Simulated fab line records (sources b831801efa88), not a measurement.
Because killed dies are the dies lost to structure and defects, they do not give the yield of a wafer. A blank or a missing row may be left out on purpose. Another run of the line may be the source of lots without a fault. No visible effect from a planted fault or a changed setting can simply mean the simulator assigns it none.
A lot that was struck, set against a sound lot + flow sky130 + 25 steps out of a route of 708
Sound: these wafers, L533.1, L533.2, L533.6. Struck: wafer L547.4; the same lot's L547.3 was not struck, so it is left out; see the end for the cause.
Order at every step that has rows: each side's tool, ch and its chambers, its first start. Under that, the readings that differ: sound wafers + struck wafers + difference of the means + sigmas: that difference in standard deviations of wafers without a fault.
alike: readings whose means differ by less than 2 such deviations, and words and numbers that are the same on both sides. not compared: withheld readings, readings that some wafer has no value for, bounds like >300 that may hide the same value, and numbers for which the record gives no deviation and whose values overlap.
Wherever a step has rows on one side only, a row that says differs or no value, or a row with sigmas, the two part there. Non-overlapping numbers with no deviation appear without sigmas and do not part them. A reading missing from all wafers of one side parts the sides only when that side holds two or more wafers.

first, 6 steps without rows for these wafers: SKY_LDD_HVP_HMDS_01 (prime time 60 s); SKY_LDD_HVP_COAT_02 (resist thk 300 nm); SKY_LDD_HVP_SOFTBAKE_03 (time 60 s); SKY_LDD_HVP_EXPOSE_04 (exposes mask HVPTM, target cd 700 nm); SKY_LDD_HVP_PEB_05; SKY_LDD_HVP_DEVELOP_06 (develop time 60 s).
SKY_LDD_HVP_OVL_MEAS_07:
  sound on overlay-02, day 21 03:54; struck on overlay-02, day 25 21:41
  alike: LDD_HVP_OVL
next, for these wafers, 1 step has no rows: SKY_LDD_HVP_IMPLANT_08.
SKY_LDD_HVP_STRIP_09: strips in O2/N2.
  sound on plasmaAsher-02 ch 0,1, day 21 04:05; struck on plasmaAsher-01 ch 0, day 25 21:53
  alike: chamberPressureMTorr, drypumpMotorCurrentA, oesProductAu, stripTimeToEndpointS
  not compared: rfHoursCounterH
SKY_LDD_HVP_TW_MEAS_10:
  sound on filmMetro-01, day 21 04:11; struck on filmMetro-01, day 25 21:58
  alike: LDD_HVP_TW
then, 2 steps without rows for these wafers: SKY_LDD_LDN_DEHYDRATE_00 (time 60 s); SKY_LDD_LDN_HMDS_01 (prime time 60 s).
SKY_LDD_LDN_COAT_02: resist thk 1140 nm.
  sound on lithoTrack-02 ch 0, day 21 18:52; struck on lithoTrack-03 ch 0, day 26 11:22
| reading                                     | sound          | struck | difference | sigmas |
|---------------------------------------------|----------------|--------|------------|--------|
| model.NOVOLAK_of_LDD_LDN_COAT_02.thkNm (nm) | 1145 1147 1147 | 501.5  | -644.8     |        |
then, 3 steps without rows for these wafers: SKY_LDD_LDN_SOFTBAKE_03 (time 60 s); SKY_LDD_LDN_EXPOSE_04 (exposes mask LDNTM, target cd 700 nm); SKY_LDD_LDN_PEB_05.
SKY_LDD_LDN_DEVELOP_06: develop time 60 s.
  sound on lithoTrack-02 ch 0, day 22 09:40; struck on lithoTrack-03 ch 0, day 27 02:22
| reading                                     | sound          | struck | difference | sigmas |
|---------------------------------------------|----------------|--------|------------|--------|
| model.NOVOLAK_of_LDD_LDN_COAT_02.thkNm (nm) | 1145 1146 1146 | 501.1  | -644.6     |        |
  alike: developerTempC
SKY_LDD_LDN_OVL_MEAS_07:
  sound on overlay-02, day 22 09:49; struck on overlay-02, day 27 02:29
  alike: LDD_LDN_OVL
then, 4 steps without rows for these wafers: SKY_LDD_LDN_IMPLANT_08; SKY_LDD_LDN_IMPLANT_09; SKY_LDD_LDN_IMPLANT_10; SKY_LDD_LDN_IMPLANT_11.
SKY_LDD_LDN_STRIP_12: strips in O2/N2.
  sound on plasmaAsher-04 ch 0,1, day 22 10:27; struck on plasmaAsher-02 ch 1, day 27 03:08
| reading                  | sound             | struck | difference | sigmas      |
|--------------------------|-------------------|--------|------------|-------------|
| oesProductAu (a.u.)      | 0.716 0.718 0.713 | 0.516  | -0.200     | -42         |
| stripTimeToEndpointS (s) | 14.24 14.25 14.25 | 6.68   | -7.57      | -99 or more |
  alike: chamberPressureMTorr, drypumpMotorCurrentA
  not compared: rfHoursCounterH
SKY_LDD_LDN_TW_MEAS_13:
  sound on filmMetro-01, day 22 10:33; struck on filmMetro-01, day 27 03:13
  alike: LDD_LDN_TW
-- record jumps: 22 days separate the struck wafers' starts on either side; left off in module LDD_LDN, taken up again in module PAD_OPEN, whose first shown step is the route's number 708 --
SKY_PAD_OPEN_PROBE_99:
  sound on prober-02, day 45 15:59; struck on prober-02, day 48 15:45
| reading          | sound    | struck | difference | sigmas |
|------------------|----------|--------|------------|--------|
| killedAtFrontEnd | 14 8 15  | 47     | +35        | +8     |
| killedDies       | 86 80 87 | 109    | +25        | +3     |
  alike: killed_at_M0_to_M3, killed_at_M4_up, killedAtContacts, killedAtOther, killedOpen, killedShort

## WHERE THEY PART
First at SKY_LDD_LDN_STRIP_12; last, within this record, at SKY_PAD_OPEN_PROBE_99.

WHY: whatever the simulator had introduced
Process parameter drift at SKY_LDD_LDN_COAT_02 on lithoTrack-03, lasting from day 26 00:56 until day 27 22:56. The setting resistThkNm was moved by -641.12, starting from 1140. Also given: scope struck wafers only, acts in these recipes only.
